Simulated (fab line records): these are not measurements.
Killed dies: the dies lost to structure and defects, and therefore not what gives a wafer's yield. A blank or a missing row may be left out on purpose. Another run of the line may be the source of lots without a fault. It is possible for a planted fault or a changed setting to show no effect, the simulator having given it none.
Code-filled problem report in 8D (eight disciplines) form :: flow gf180mcu :: the parts of the form that need people (team, actions taken, sign-off) are left out

## 1. WHAT WENT WRONG
Mean of strip time to endpoint s at GF_NWELL_STRIP_10: 27.12 s across 4 wafers in 3 lots; on wafers with no fault it is 36.95 s (standard deviation 0.11). That puts it -89 standard deviations away from the usual mean.
The step: strips in O2/N2.
First observed at day 7 10:41: wafer L600.1, on plasma asher-02. At this step, 37 wafers from 13 lots have a number in the record. Rule for "out", or "out of limits": more than 4 standard deviations from the usual mean. All remaining wafers that have a number are taken as sound.

## 2. WHAT IT IS, AND WHAT IT ISN'T
question: which readings at this step
is: strip time to endpoint s
is not: drypump motor current A, heater power w

question: which lots
is: L600, L601, L602
is not: L582, L584, L585, L586, L587, L589, L591, L592, L604, L605

question: which wafers of those lots
is: L600.1, L601.5, L602.1, L602.5
is not: L600.6, L601.3, L602.3

question: read on which tools
is: plasma asher-02, plasma asher-03, plasma asher-04
is not: -

question: when
is: from day 7 10:41
is not: up to then (25 sound wafers); but 8 sound wafers of L601, L602, L604, L605 came after

## 3. WHAT RULES OUT EACH SUSPECT
Counting: if a tool at a process step up to the reading ran every lot that is out, it stays a suspect. Sound lots after the first of them don't rule it out here, since some wafers of a struck lot are sound.
- litho track-04 at GF_NWELL_COAT_02 (resist thk 3000 nm): kept. It processed each lot that is out (first: L600, day 7 01:41); up to then, its last sound lot is L587 (day 4 04:14).
Left after counting: litho track-04 at GF_NWELL_COAT_02.

## 4. THE CAUSE (what the simulator had put in)
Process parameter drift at GF_NWELL_COAT_02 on litho track-04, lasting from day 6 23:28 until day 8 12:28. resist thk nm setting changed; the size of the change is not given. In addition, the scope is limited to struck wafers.
Only this tool survived the counting.

## 5. THE CHAIN OF EFFECTS, in route order
One row per reading whose mean, taken over the struck wafers that have a number, lies over 3 standard deviations from the usual. Only readings for which the record gives a usual standard deviation are gone through. hours: the time from each lot's start at the first step in this table that gives one to its start at this step, as a median over the lots. sigmas: the change in usual standard deviations.
hours: 0
step: GF_NWELL_STRIP_10
reading: strip time to endpoint s
usual: 36.95 s
on struck wafers: 27.12
change: -9.83
sigmas: -89
Here are the process steps it includes:
- GF_NWELL_STRIP_10: strips in O2/N2.

## 6. WHAT WOULD HAVE CAUGHT IT SOONER
In this record the first reading out of limits was taken at day 7 10:41, 11 hours after the fault began at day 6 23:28.
An alarm limit of 4 standard deviations would not have fired on the tool readings at GF_NWELL_COAT_02 for which the record gives a usual standard deviation, since none of them was out on any struck wafer.
Of the lots that are out (3), L602 began GF_NWELL_COAT_02 on litho track-04 after day 7 10:41. A hold on the tool at that time would have spared it.
